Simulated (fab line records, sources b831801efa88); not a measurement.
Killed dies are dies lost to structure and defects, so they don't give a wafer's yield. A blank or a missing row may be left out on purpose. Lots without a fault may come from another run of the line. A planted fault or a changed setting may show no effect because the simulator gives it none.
Split-lot experiment | flow sfq_line | 5 lots, 23 wafers read, on a route of 325 steps

THE SPLIT
At SFQ_TRILAYER_I1_VIA_LITHO_COAT_054 (resist thk 62 nm), the setting spin_rpm was moved away from the recipe's 3000 rpm on 7 of the 23 wafers read, by -7.2% to -1.9%. The other wafers ran this setting at the recipe's value.

The reading is taken at the split's own step.

THE READING
BARC_of_TRILAYER_I1_VIA_LITHO_COAT_054.thk_nm (the simulator's own value, which no gauge read), in nm, at SFQ_TRILAYER_I1_VIA_LITHO_COAT_054 (resist thk 62 nm). The file gives no usual value for it. The 16 wafers here that ran the recipe average 61.87 nm, standard deviation 0.12 nm.

wafer  | tool, chamber at the split | spin_rpm as run, rpm | against the recipe | BARC_of_TRILAYER_I1_VIA_LITHO_COAT_054.thk_nm, nm | against lot-mates on the recipe
L074.1 | litho_track-02, 0          | 3000                 | recipe             | 61.73                                             | -
L074.5 | litho_track-02, 0          | 3000                 | recipe             | 61.67                                             | -
L074.6 | litho_track-02, 0          | 3000                 | recipe             | 61.86                                             | -
L076.1 | litho_track-01, 0          | 3000                 | recipe             | 61.61                                             | -
L076.2 | litho_track-01, 0          | 3000                 | recipe             | 61.78                                             | -
L076.4 | litho_track-01, 0          | 3000                 | recipe             | 61.89                                             | -
L076.5 | litho_track-01, 0          | 3000                 | recipe             | 61.93                                             | -
L076.6 | litho_track-01, 0          | 3000                 | recipe             | 61.83                                             | -
L077.2 | litho_track-02, 0          | 3000                 | recipe             | 62.01                                             | -
L077.3 | litho_track-02, 0          | 3000                 | recipe             | 61.99                                             | -
L077.4 | litho_track-02, 0          | 3000                 | recipe             | 61.97                                             | -
L077.5 | litho_track-02, 0          | 2935                 | -2.2%              | 62.39                                             | +0.40
L077.6 | litho_track-02, 0          | 2935                 | -2.2%              | 62.62                                             | +0.63
L081.1 | litho_track-04, 0          | 2784                 | -7.2%              | 64.09                                             | +2.20
L081.2 | litho_track-04, 0          | 2784                 | -7.2%              | 64.2                                              | +2.31
L081.3 | litho_track-04, 0          | 3000                 | recipe             | 61.86                                             | -
L081.4 | litho_track-04, 0          | 3000                 | recipe             | 61.92                                             | -
L081.5 | litho_track-04, 0          | 2784                 | -7.2%              | 64.24                                             | +2.35
L083.1 | litho_track-02, 0          | 3000                 | recipe             | 62.05                                             | -
L083.2 | litho_track-02, 0          | 3000                 | recipe             | 62                                                | -
L083.4 | litho_track-02, 0          | 2943                 | -1.9%              | 62.63                                             | +0.69
L083.5 | litho_track-02, 0          | 2943                 | -1.9%              | 62.71                                             | +0.77
L083.6 | litho_track-02, 0          | 3000                 | recipe             | 61.78                                             | -

THE FIT
A straight line over all 23 wafers: BARC_of_TRILAYER_I1_VIA_LITHO_COAT_054.thk_nm changes by -0.322 nm for each +1% of spin_rpm; r = -0.99; the points scatter about the line by 0.13 nm.
The same after taking each lot's own level away (the mean of its wafers on the recipe; 23 wafers): -0.316 nm for each +1%; r = -0.99; scatter 0.11 nm.
On that fit, the largest move of spin_rpm shifts the reading by 2.3 nm.
The lots' own levels span 61.753 to 61.990 nm, that is 1.9 times the standard deviation above.
So the lot-to-lot level changes the slope little: the two slopes agree.
Check: with one of the wafers moved furthest among these (-7.2%) left out of the fit, the line predicts +2.31 nm for it against its lot-mates. It came out at +2.2 nm against them.

OTHER SPLITS ON THESE WAFERS
These wafers also went through other splits before the reading. Each is held against what the fit with the lots' levels taken away leaves over:
other split on the same wafers                  | wafers away from the commonest value | r with BARC_of_TRILAYER_I1_VIA_LITHO_COAT_054.thk_nm (lot level and that fit taken away)
SFQ_TRILAYER_I0_VIA_ETCH_VIA_ETCH_034 bias_w    | 5                                    | +0.45
SFQ_TRILAYER_M1_DEP_SPUTTER_037 time_s          | 8                                    | -0.32
SFQ_TRILAYER_M1_BARC_OPEN_METAL_ETCH_054 bias_w | 8                                    | -0.01

THE FILE'S OWN FIT
BARC_of_TRILAYER_I1_VIA_LITHO_COAT_054.thk_nm changes by -0.315 nm for each +1% of spin_rpm, r = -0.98.
